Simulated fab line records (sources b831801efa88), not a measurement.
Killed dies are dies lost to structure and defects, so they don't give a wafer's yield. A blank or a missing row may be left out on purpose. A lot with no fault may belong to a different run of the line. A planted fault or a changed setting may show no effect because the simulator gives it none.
A lot that was struck, set against a sound lot :: flow gf180mcu :: 14 steps out of a route of 602
Sound: these wafers, L194.2, L194.3, L194.4. Wafers struck: L183.2, L183.3, L183.6. The cause comes at the end.
For every step that has rows: the tool of each side, followed by ch and its chambers, followed by its first start. Under that, the readings that differ: sound wafers :: struck wafers :: difference of the means :: sigmas: that difference in standard deviations of wafers without a fault.
alike: a reading whose means differ by less than 2 such deviations, as well as words and numbers matching on both sides. not compared: withheld readings; readings where some wafer has no value; bounds like >300 that might hide an equal value; numbers whose values overlap and for which the record gives no deviation.
A row with sigmas, a row that says differs or no value, or rows on one side alone: a step with any of these is where the two part. When numbers do not overlap yet have no deviation, they are printed without sigmas and do not part them. Lack of a reading on every wafer of one side parts them only where that side has two or more wafers.

first, 3 steps without rows for these wafers: GF_MVSD_EXPOSE_04 (exposes mask MVSD, target cd 1000 nm); GF_MVSD_PEB_05; GF_MVSD_DEVELOP_06 (develop time 60 s).
GF_MVSD_OVL_MEAS_07:
  sound on overlay-01 at day 9 13:56; struck on overlay-02 at day 6 22:14
  alike: MVSD_OVL
then, 2 steps without rows for these wafers: GF_MVSD_IMPLANT_08; GF_MVSD_IMPLANT_09.
GF_MVSD_STRIP_10: strips in O2/N2.
  sound on plasma asher-02 ch 0,1, day 9 14:16; struck on plasma asher-03 ch 0, day 6 22:34
  alike: drypump motor current A, heater power w, oes product au, strip time to endpoint s
  not compared: rf hours counter h
GF_MVSD_TW_MEAS_11:
  sound on film metro-04 at day 9 14:23; struck on film metro-02 at day 6 22:41
  alike: MVSD_TW
then, 4 steps without rows for these wafers: GF_MVPSD_DEHYDRATE_00 (time 60 s); GF_MVPSD_HMDS_01 (prime time 60 s); GF_MVPSD_COAT_02 (resist thk 3000 nm); GF_MVPSD_SOFTBAKE_03.
GF_MVPSD_EXPOSE_04: exposes mask MVPSD, target cd 1000 nm.
  struck on iline stepper-01, day 7 06:59; sound on iline stepper-02 ch 0, day 9 23:04
  no value came back on the struck wafers for exposure dose mJ cm2, focus offset nm (nm); on the sound wafers exposure dose mJ cm2 reads 259.88 259.77 259.81
  alike: mask
after that, 1 step had no rows for these wafers: GF_MVPSD_PEB_05.

WHERE THEY PART
GF_MVPSD_EXPOSE_04 only, going by this record.

WHY: the cause the simulator had injected
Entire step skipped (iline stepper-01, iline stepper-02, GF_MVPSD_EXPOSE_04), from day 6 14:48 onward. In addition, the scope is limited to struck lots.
